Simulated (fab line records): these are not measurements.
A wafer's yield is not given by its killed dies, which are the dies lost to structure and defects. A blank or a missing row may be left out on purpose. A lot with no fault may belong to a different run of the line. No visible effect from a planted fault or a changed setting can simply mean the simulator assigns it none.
Which tool did it? || flow sky130 || 72 wafers from 24 lots sampled at 6 of the route's 708 steps

WHAT THE GAUGES SHOWED, per wafer
SKY_METAL2_CD_MEAS_15 targets a cd of 140 nm.
{"lot": "L074", "measured": "day 35 02:07", "on": "cdSem-01", "cdNm (nm)": "138.1 139.3 139.1"}
{"lot": "L075", "measured": "day 35 06:42", "on": "cdSem-01", "cdNm (nm)": "137.5 137.1 138.2"}
{"lot": "L076", "measured": "day 35 16:20", "on": "cdSem-01", "cdNm (nm)": "136.7 138.3 136.4"}
{"lot": "L077", "measured": "day 36 08:38", "on": "cdSem-02", "cdNm (nm)": "137.6 139.6 137.7"}
{"lot": "L078", "measured": "day 36 14:04", "on": "cdSem-02", "cdNm (nm)": "141.8 141.3 142.5"}
{"lot": "L079", "measured": "day 36 21:51", "on": "cdSem-01", "cdNm (nm)": "140.1 139.0 139.4"}
{"lot": "L080", "measured": "day 37 08:40", "on": "cdSem-02", "cdNm (nm)": "139.5 139.7 140.2"}
{"lot": "L081", "measured": "day 37 14:01", "on": "cdSem-02", "cdNm (nm)": "141.5 140.3 141.0"}
{"lot": "L082", "measured": "day 37 21:17", "on": "cdSem-01", "cdNm (nm)": "140.3 139.1 139.4"}
{"lot": "L083", "measured": "day 37 23:56", "on": "cdSem-01", "cdNm (nm)": "140.9 140.5 141.5"}
{"lot": "L084", "measured": "day 38 09:59", "on": "cdSem-02", "cdNm (nm)": "139.2 138.8 138.3"}
{"lot": "L086", "measured": "day 38 22:37", "on": "cdSem-02", "cdNm (nm)": "142.8 142.0 142.3"}
{"lot": "L085", "measured": "day 38 23:34", "on": "cdSem-02", "cdNm (nm)": "137.8 139.2 138.9"}
{"lot": "L087", "measured": "day 39 03:08", "on": "cdSem-01", "cdNm (nm)": "140.3 142.2 141.5"}
{"lot": "L088", "measured": "day 39 11:31", "on": "cdSem-02", "cdNm (nm)": "138.7 138.1 139.7"}
{"lot": "L089", "measured": "day 39 18:19", "on": "cdSem-01", "cdNm (nm)": "140.3 139.4 139.8"}
{"lot": "L090", "measured": "day 39 20:59", "on": "cdSem-02", "cdNm (nm)": "143.5 141.0 141.1"}
{"lot": "L091", "measured": "day 40 12:04", "on": "cdSem-02", "cdNm (nm)": "138.2 136.4 137.3"}
{"lot": "L092", "measured": "day 40 13:50", "on": "cdSem-02", "cdNm (nm)": "141.1 140.3 140.8"}
{"lot": "L093", "measured": "day 41 01:11", "on": "cdSem-02", "cdNm (nm)": "140.5 140.7 138.9"}
{"lot": "L094", "measured": "day 41 08:43", "on": "cdSem-01", "cdNm (nm)": "138.1 139.2 138.7"}
{"lot": "L095", "measured": "day 41 09:43", "on": "cdSem-02", "cdNm (nm)": "137.7 140.4 139.4"}
{"lot": "L096", "measured": "day 41 18:08", "on": "cdSem-01", "cdNm (nm)": "141.2 140.0 141.5"}
{"lot": "L097", "measured": "day 41 23:29", "on": "cdSem-02", "cdNm (nm)": "141.3 140.8 139.8"}

SKY_VIA3_BOW_MEAS_03.
{"lot": "L074", "measured": "day 38 12:29", "on": "filmMetro-04", "VIA3_BOW (um)": "92 75 88"}
{"lot": "L075", "measured": "day 38 17:07", "on": "filmMetro-04", "VIA3_BOW (um)": "82 82 79"}
{"lot": "L076", "measured": "day 39 06:29", "on": "filmMetro-03", "VIA3_BOW (um)": "83 85 76"}
{"lot": "L077", "measured": "day 39 16:41", "on": "filmMetro-03", "VIA3_BOW (um)": "77 86 76"}
{"lot": "L078", "measured": "day 39 23:32", "on": "filmMetro-03", "VIA3_BOW (um)": "92 95 80"}
{"lot": "L079", "measured": "day 40 05:41", "on": "filmMetro-01", "VIA3_BOW (um)": "91 75 83"}
{"lot": "L080", "measured": "day 40 16:35", "on": "filmMetro-04", "VIA3_BOW (um)": "83 73 70"}
{"lot": "L081", "measured": "day 40 22:04", "on": "filmMetro-01", "VIA3_BOW (um)": "77 90 76"}
{"lot": "L082", "measured": "day 41 07:36", "on": "filmMetro-04", "VIA3_BOW (um)": "74 73 84"}
{"lot": "L083", "measured": "day 41 10:30", "on": "filmMetro-01", "VIA3_BOW (um)": "76 78 78"}
{"lot": "L084", "measured": "day 41 16:52", "on": "filmMetro-01", "VIA3_BOW (um)": "69 79 83"}
{"lot": "L086", "measured": "day 42 04:26", "on": "filmMetro-03", "VIA3_BOW (um)": "70 78 75"}
{"lot": "L085", "measured": "day 42 08:09", "on": "filmMetro-04", "VIA3_BOW (um)": "93 101 88"}
{"lot": "L087", "measured": "day 42 11:31", "on": "filmMetro-03", "VIA3_BOW (um)": "84 68 72"}
{"lot": "L088", "measured": "day 42 16:49", "on": "filmMetro-04", "VIA3_BOW (um)": "89 81 95"}
{"lot": "L089", "measured": "day 42 23:44", "on": "filmMetro-04", "VIA3_BOW (um)": "83 75 73"}
{"lot": "L090", "measured": "day 43 01:13", "on": "filmMetro-04", "VIA3_BOW (um)": "72 92 85"}
{"lot": "L091", "measured": "day 43 15:07", "on": "filmMetro-04", "VIA3_BOW (um)": "91 84 92"}
{"lot": "L092", "measured": "day 43 18:01", "on": "filmMetro-01", "VIA3_BOW (um)": "78 79 68"}
{"lot": "L093", "measured": "day 44 04:17", "on": "filmMetro-03", "VIA3_BOW (um)": "83 80 90"}
{"lot": "L094", "measured": "day 44 10:50", "on": "filmMetro-01", "VIA3_BOW (um)": "68 69 78"}
{"lot": "L095", "measured": "day 44 12:05", "on": "filmMetro-04", "VIA3_BOW (um)": "68 73 71"}
{"lot": "L096", "measured": "day 44 20:36", "on": "filmMetro-03", "VIA3_BOW (um)": "76 84 75"}
{"lot": "L097", "measured": "day 45 01:19", "on": "filmMetro-01", "VIA3_BOW (um)": "95 74 79"}

SKY_METAL4_CD_MEAS_13 targets a cd of 300 nm.
{"lot": "L074", "measured": "day 41 17:04", "on": "cdSem-02", "cdNm (nm)": "301.4 300.1 300.7"}
{"lot": "L075", "measured": "day 41 19:12", "on": "cdSem-01", "cdNm (nm)": "300.7 300.6 300.4"}
{"lot": "L076", "measured": "day 42 09:13", "on": "cdSem-01", "cdNm (nm)": "301.8 300.9 302.7"}
{"lot": "L077", "measured": "day 42 19:03", "on": "cdSem-01", "cdNm (nm)": "300.9 301.5 300.2"}
{"lot": "L078", "measured": "day 43 00:50", "on": "cdSem-02", "cdNm (nm)": "300.8 300.4 301.5"}
{"lot": "L079", "measured": "day 43 06:53", "on": "cdSem-01", "cdNm (nm)": "299.5 298.5 298.2"}
{"lot": "L080", "measured": "day 43 19:10", "on": "cdSem-02", "cdNm (nm)": "299.6 298.8 302.0"}
{"lot": "L081", "measured": "day 43 22:29", "on": "cdSem-02", "cdNm (nm)": "299.2 299.0 299.4"}
{"lot": "L082", "measured": "day 44 06:47", "on": "cdSem-02", "cdNm (nm)": "301.3 299.8 300.2"}
{"lot": "L083", "measured": "day 44 09:56", "on": "cdSem-02", "cdNm (nm)": "297.9 298.2 297.9"}
{"lot": "L084", "measured": "day 44 15:44", "on": "cdSem-02", "cdNm (nm)": "302.4 302.9 302.8"}
{"lot": "L086", "measured": "day 45 02:41", "on": "cdSem-01", "cdNm (nm)": "300.3 300.0 299.7"}
{"lot": "L085", "measured": "day 45 05:34", "on": "cdSem-02", "cdNm (nm)": "298.2 298.6 299.9"}
{"lot": "L087", "measured": "day 45 09:30", "on": "cdSem-01", "cdNm (nm)": "295.6 295.4 296.4"}
{"lot": "L088", "measured": "day 45 13:55", "on": "cdSem-02", "cdNm (nm)": "298.9 300.2 298.6"}
{"lot": "L089", "measured": "day 45 21:11", "on": "cdSem-02", "cdNm (nm)": "302.0 302.1 301.3"}
{"lot": "L090", "measured": "day 45 21:47", "on": "cdSem-01", "cdNm (nm)": "302.2 300.8 302.9"}
{"lot": "L091", "measured": "day 46 10:25", "on": "cdSem-02", "cdNm (nm)": "301.8 300.9 301.2"}
{"lot": "L092", "measured": "day 46 13:42", "on": "cdSem-01", "cdNm (nm)": "299.8 298.2 299.6"}
{"lot": "L093", "measured": "day 46 21:09", "on": "cdSem-01", "cdNm (nm)": "300.7 301.3 300.5"}
{"lot": "L094", "measured": "day 47 03:53", "on": "cdSem-02", "cdNm (nm)": "299.9 300.8 301.2"}
{"lot": "L095", "measured": "day 47 05:13", "on": "cdSem-01", "cdNm (nm)": "302.4 301.6 302.6"}
{"lot": "L096", "measured": "day 47 13:09", "on": "cdSem-02", "cdNm (nm)": "298.3 299.8 300.8"}
{"lot": "L097", "measured": "day 47 17:16", "on": "cdSem-02", "cdNm (nm)": "299.9 298.6 298.9"}

SKY_METAL4_OVL_MEAS_14.
{"lot": "L074", "measured": "day 41 17:11", "on": "overlay-01", "METAL4_OVL (nm)": "4 8 4"}
{"lot": "L075", "measured": "day 41 19:19", "on": "overlay-01", "METAL4_OVL (nm)": "3 8 8"}
{"lot": "L076", "measured": "day 42 09:19", "on": "overlay-01", "METAL4_OVL (nm)": "7 8 9"}
{"lot": "L077", "measured": "day 42 19:10", "on": "overlay-02", "METAL4_OVL (nm)": "-5 -1 -7"}
{"lot": "L078", "measured": "day 43 00:57", "on": "overlay-01", "METAL4_OVL (nm)": "13 10 11"}
{"lot": "L079", "measured": "day 43 06:59", "on": "overlay-02", "METAL4_OVL (nm)": "3 5 5"}
{"lot": "L080", "measured": "day 43 19:15", "on": "overlay-01", "METAL4_OVL (nm)": "2 7 -1"}
{"lot": "L081", "measured": "day 43 22:36", "on": "overlay-02", "METAL4_OVL (nm)": "3 6 5"}
{"lot": "L082", "measured": "day 44 06:54", "on": "overlay-01", "METAL4_OVL (nm)": "0 -2 0"}
{"lot": "L083", "measured": "day 44 10:01", "on": "overlay-02", "METAL4_OVL (nm)": "2 -3 0"}
{"lot": "L084", "measured": "day 44 15:50", "on": "overlay-02", "METAL4_OVL (nm)": "11 2 10"}
{"lot": "L086", "measured": "day 45 02:48", "on": "overlay-01", "METAL4_OVL (nm)": "4 5 -1"}
{"lot": "L085", "measured": "day 45 05:39", "on": "overlay-01", "METAL4_OVL (nm)": "0 2 1"}
{"lot": "L087", "measured": "day 45 09:37", "on": "overlay-02", "METAL4_OVL (nm)": "5 4 3"}
{"lot": "L088", "measured": "day 45 14:01", "on": "overlay-02", "METAL4_OVL (nm)": "7 10 11"}
{"lot": "L089", "measured": "day 45 21:18", "on": "overlay-02", "METAL4_OVL (nm)": "7 3 3"}
{"lot": "L090", "measured": "day 45 21:53", "on": "overlay-01", "METAL4_OVL (nm)": "5 4 8"}
{"lot": "L091", "measured": "day 46 10:30", "on": "overlay-02", "METAL4_OVL (nm)": "-1 -1 2"}
{"lot": "L092", "measured": "day 46 13:49", "on": "overlay-01", "METAL4_OVL (nm)": "1 5 2"}
{"lot": "L093", "measured": "day 46 21:16", "on": "overlay-01", "METAL4_OVL (nm)": "10 7 8"}
{"lot": "L094", "measured": "day 47 04:00", "on": "overlay-01", "METAL4_OVL (nm)": "7 4 3"}
{"lot": "L095", "measured": "day 47 05:19", "on": "overlay-01", "METAL4_OVL (nm)": "-5 -2 -4"}
{"lot": "L096", "measured": "day 47 13:15", "on": "overlay-01", "METAL4_OVL (nm)": "9 8 9"}
{"lot": "L097", "measured": "day 47 17:23", "on": "overlay-02", "METAL4_OVL (nm)": "0 -4 1"}

EACH LOT AND THE TOOL THAT RAN IT (in order: tool; ch and the chambers of the sampled wafers; start)
{"lot": "L074", "SKY_CONTACT_CMP_27": "cmp-01 ch 0,1,3, day 31 14:11", "SKY_VIA3_ETCH_15": "rieDiel-04 ch 0,2, day 39 13:37"}
{"lot": "L075", "SKY_CONTACT_CMP_27": "cmp-02 ch 2,3, day 31 18:39", "SKY_VIA3_ETCH_15": "rieDiel-03 ch 0,3, day 39 16:31"}
{"lot": "L076", "SKY_CONTACT_CMP_27": "cmp-02 ch 2,3, day 32 06:13", "SKY_VIA3_ETCH_15": "rieDiel-01 ch 0,3, day 40 07:04"}
{"lot": "L077", "SKY_CONTACT_CMP_27": "cmp-02 ch 0,1, day 32 22:23", "SKY_VIA3_ETCH_15": "rieDiel-03 ch 2,3, day 40 17:01"}
{"lot": "L078", "SKY_CONTACT_CMP_27": "cmp-01 ch 2,3, day 33 04:23", "SKY_VIA3_ETCH_15": "rieDiel-03 ch 1,2,3, day 41 00:01"}
{"lot": "L079", "SKY_CONTACT_CMP_27": "cmp-01 ch 0,1,2, day 33 11:22", "SKY_VIA3_ETCH_15": "rieDiel-01 ch 0,1,3, day 41 06:19"}
{"lot": "L080", "SKY_CONTACT_CMP_27": "cmp-01 ch 1,2,3, day 33 22:53", "SKY_VIA3_ETCH_15": "rieDiel-03 ch 0,1, day 41 17:37"}
{"lot": "L081", "SKY_CONTACT_CMP_27": "cmp-01 ch 0,2,3, day 34 04:06", "SKY_VIA3_ETCH_15": "rieDiel-01 ch 1,2,3, day 41 22:16"}
{"lot": "L082", "SKY_CONTACT_CMP_27": "cmp-01 ch 0,2, day 34 11:07", "SKY_VIA3_ETCH_15": "rieDiel-04 ch 0,2,3, day 42 07:16"}
{"lot": "L083", "SKY_CONTACT_CMP_27": "cmp-01 ch 2,3, day 34 15:08", "SKY_VIA3_ETCH_15": "rieDiel-03 ch 1,2, day 42 10:34"}
{"lot": "L084", "SKY_CONTACT_CMP_27": "cmp-02 ch 0,1, day 35 01:04", "SKY_VIA3_ETCH_15": "rieDiel-04 ch 2,3, day 42 16:19"}
{"lot": "L086", "SKY_CONTACT_CMP_27": "cmp-01 ch 0,1,2, day 35 13:03", "SKY_VIA3_ETCH_15": "rieDiel-01 ch 1,2, day 43 03:53"}
{"lot": "L085", "SKY_CONTACT_CMP_27": "cmp-02 ch 0,2,3, day 35 13:24", "SKY_VIA3_ETCH_15": "rieDiel-03 ch 1,3, day 43 07:47"}
{"lot": "L087", "SKY_CONTACT_CMP_27": "cmp-01 ch 0,1, day 35 19:00", "SKY_VIA3_ETCH_15": "rieDiel-03 ch 1,2, day 43 11:01"}
{"lot": "L088", "SKY_CONTACT_CMP_27": "cmp-02 ch 0,1,3, day 36 01:25", "SKY_VIA3_ETCH_15": "rieDiel-04 ch 0,1,2, day 43 15:46"}
{"lot": "L089", "SKY_CONTACT_CMP_27": "cmp-02 ch 0,1,2, day 36 11:39", "SKY_VIA3_ETCH_15": "rieDiel-01 ch 0,1,2, day 43 22:37"}
{"lot": "L090", "SKY_CONTACT_CMP_27": "cmp-02 ch 1,3, day 36 13:14", "SKY_VIA3_ETCH_15": "rieDiel-03 ch 1,3, day 44 00:07"}
{"lot": "L091", "SKY_CONTACT_CMP_27": "cmp-02 ch 1,2,3, day 37 05:18", "SKY_VIA3_ETCH_15": "rieDiel-03 ch 0,3, day 44 13:40"}
{"lot": "L092", "SKY_CONTACT_CMP_27": "cmp-02 ch 1,2, day 37 07:37", "SKY_VIA3_ETCH_15": "rieDiel-04 ch 0,1,3, day 44 17:02"}
{"lot": "L093", "SKY_CONTACT_CMP_27": "cmp-02 ch 0,1,2, day 37 18:36", "SKY_VIA3_ETCH_15": "rieDiel-04 ch 0,1,3, day 45 02:01"}
{"lot": "L094", "SKY_CONTACT_CMP_27": "cmp-02 ch 0,1,3, day 37 23:43", "SKY_VIA3_ETCH_15": "rieDiel-03 ch 1,2,3, day 45 08:40"}
{"lot": "L095", "SKY_CONTACT_CMP_27": "cmp-02 ch 0,3, day 38 05:54", "SKY_VIA3_ETCH_15": "rieDiel-01 ch 0,1,3, day 45 10:04"}
{"lot": "L096", "SKY_CONTACT_CMP_27": "cmp-02 ch 0,1,2, day 38 14:44", "SKY_VIA3_ETCH_15": "rieDiel-01 ch 1,2,3, day 45 18:16"}
{"lot": "L097", "SKY_CONTACT_CMP_27": "cmp-02 ch 0,2,3, day 38 19:37", "SKY_VIA3_ETCH_15": "rieDiel-03 ch 0,1,2, day 45 23:20"}
- SKY_CONTACT_CMP_27: polishes, stops on SiO2, t overpolish 15 s, target thk 0 nm.
- SKY_VIA3_ETCH_15: etches SiO2 in C4F8/O2/Ar, stops on TiN, target depth 507 nm, time 78 s.

AS READ BY THE TOOLS THEMSELVES (means over the sampled wafers that have a number; for cases with no such wafer, the mark the record gives instead)
SKY_CONTACT_CMP_27.
{"lot": "L074", "tool": "cmp-01", "motorCurrentA (A)": 12.3, "overpolishRunS (s)": 14.995, "timeToEndpointS (s)": 79}
{"lot": "L075", "tool": "cmp-02", "motorCurrentA (A)": 12.2, "overpolishRunS (s)": 15.013, "timeToEndpointS (s)": 84}
{"lot": "L076", "tool": "cmp-02", "motorCurrentA (A)": 12.1, "overpolishRunS (s)": 14.992, "timeToEndpointS (s)": 80}
{"lot": "L077", "tool": "cmp-02", "motorCurrentA (A)": 10.8, "overpolishRunS (s)": 15.002, "timeToEndpointS (s)": 83}
{"lot": "L078", "tool": "cmp-01", "motorCurrentA (A)": 10.4, "overpolishRunS (s)": 15.005, "timeToEndpointS (s)": 80}
{"lot": "L079", "tool": "cmp-01", "motorCurrentA (A)": 13.2, "overpolishRunS (s)": 14.989, "timeToEndpointS (s)": 83}
{"lot": "L080", "tool": "cmp-01", "motorCurrentA (A)": 11.9, "overpolishRunS (s)": 15.000, "timeToEndpointS (s)": 79}
{"lot": "L081", "tool": "cmp-01", "motorCurrentA (A)": 11.2, "overpolishRunS (s)": 15.002, "timeToEndpointS (s)": 81}
{"lot": "L082", "tool": "cmp-01", "motorCurrentA (A)": 12.2, "overpolishRunS (s)": 14.990, "timeToEndpointS (s)": 87}
{"lot": "L083", "tool": "cmp-01", "motorCurrentA (A)": 10.9, "overpolishRunS (s)": 15.002, "timeToEndpointS (s)": 80}
{"lot": "L084", "tool": "cmp-02", "motorCurrentA (A)": 11.0, "overpolishRunS (s)": 14.998, "timeToEndpointS (s)": 82}
{"lot": "L086", "tool": "cmp-01", "motorCurrentA (A)": 13.0, "overpolishRunS (s)": 15.002, "timeToEndpointS (s)": 79}
{"lot": "L085", "tool": "cmp-02", "motorCurrentA (A)": 12.2, "overpolishRunS (s)": 15.013, "timeToEndpointS (s)": 82}
{"lot": "L087", "tool": "cmp-01", "motorCurrentA (A)": 13.2, "overpolishRunS (s)": 14.999, "timeToEndpointS (s)": 82}
{"lot": "L088", "tool": "cmp-02", "motorCurrentA (A)": 11.7, "overpolishRunS (s)": 14.994, "timeToEndpointS (s)": 83}
{"lot": "L089", "tool": "cmp-02", "motorCurrentA (A)": 11.7, "overpolishRunS (s)": 14.999, "timeToEndpointS (s)": 83}
{"lot": "L090", "tool": "cmp-02", "motorCurrentA (A)": 11.4, "overpolishRunS (s)": 14.998, "timeToEndpointS (s)": 80}
{"lot": "L091", "tool": "cmp-02", "motorCurrentA (A)": 12.0, "overpolishRunS (s)": 15.003, "timeToEndpointS (s)": 86}
{"lot": "L092", "tool": "cmp-02", "motorCurrentA (A)": 11.8, "overpolishRunS (s)": 15.005, "timeToEndpointS (s)": 83}
{"lot": "L093", "tool": "cmp-02", "motorCurrentA (A)": 11.2, "overpolishRunS (s)": 15.004, "timeToEndpointS (s)": 80}
{"lot": "L094", "tool": "cmp-02", "motorCurrentA (A)": 11.5, "overpolishRunS (s)": 14.997, "timeToEndpointS (s)": 79}
{"lot": "L095", "tool": "cmp-02", "motorCurrentA (A)": 12.0, "overpolishRunS (s)": 14.999, "timeToEndpointS (s)": 81}
{"lot": "L096", "tool": "cmp-02", "motorCurrentA (A)": 11.4, "overpolishRunS (s)": 15.000, "timeToEndpointS (s)": 82}
{"lot": "L097", "tool": "cmp-02", "motorCurrentA (A)": 11.8, "overpolishRunS (s)": 14.994, "timeToEndpointS (s)": 79}

SKY_VIA3_ETCH_15.
{"lot": "L074", "tool": "rieDiel-04", "oesProductAu (a.u.)": 0.958}
{"lot": "L075", "tool": "rieDiel-03", "oesProductAu (a.u.)": 0.952}
{"lot": "L076", "tool": "rieDiel-01", "oesProductAu (a.u.)": 0.956}
{"lot": "L077", "tool": "rieDiel-03", "oesProductAu (a.u.)": 0.959}
{"lot": "L078", "tool": "rieDiel-03", "oesProductAu (a.u.)": 0.959}
{"lot": "L079", "tool": "rieDiel-01", "oesProductAu (a.u.)": 0.957}
{"lot": "L080", "tool": "rieDiel-03", "oesProductAu (a.u.)": 0.954}
{"lot": "L081", "tool": "rieDiel-01", "oesProductAu (a.u.)": 0.957}
{"lot": "L082", "tool": "rieDiel-04", "oesProductAu (a.u.)": 0.958}
{"lot": "L083", "tool": "rieDiel-03", "oesProductAu (a.u.)": 0.959}
{"lot": "L084", "tool": "rieDiel-04", "oesProductAu (a.u.)": 0.956}
{"lot": "L086", "tool": "rieDiel-01", "oesProductAu (a.u.)": 0.950}
{"lot": "L085", "tool": "rieDiel-03", "oesProductAu (a.u.)": 0.960}
{"lot": "L087", "tool": "rieDiel-03", "oesProductAu (a.u.)": 0.960}
{"lot": "L088", "tool": "rieDiel-04", "oesProductAu (a.u.)": 0.951}
{"lot": "L089", "tool": "rieDiel-01", "oesProductAu (a.u.)": 0.960}
{"lot": "L090", "tool": "rieDiel-03", "oesProductAu (a.u.)": 0.957}
{"lot": "L091", "tool": "rieDiel-03", "oesProductAu (a.u.)": 0.959}
{"lot": "L092", "tool": "rieDiel-04", "oesProductAu (a.u.)": 0.953}
{"lot": "L093", "tool": "rieDiel-04", "oesProductAu (a.u.)": 0.955}
{"lot": "L094", "tool": "rieDiel-03", "oesProductAu (a.u.)": 0.953}
{"lot": "L095", "tool": "rieDiel-01", "oesProductAu (a.u.)": 0.960}
{"lot": "L096", "tool": "rieDiel-01", "oesProductAu (a.u.)": 0.961}
{"lot": "L097", "tool": "rieDiel-03", "oesProductAu (a.u.)": 0.961}

THE ANSWER, worked out from the rows above alone
Rule: the lots themselves supply what counts as usual. Put in order of their means at a reading, lots are off if they are a third of the lots or fewer, leave a main group of 4 or more, and stand apart from it by a gap of 3 or more times the standard deviation of the main group's means; of several such gaps the widest counts. A main group is skipped when, at the precision printed for the reading in the tables above, its means are all equal. Also off: a lot with no number at a reading for which 4 or more lots have one. All remaining lots with rows at the step are treated as sound. First the gauges in route order, then the tools' own readings, where a lot's mean is used as printed above. At the first step where some lot is off, the reading lying furthest off is the one used; lots without a number count as furthest.
Nothing can be told from this: no lot is off at any reading shown.

WHAT HAD BEEN PUT IN BY THE SIMULATOR
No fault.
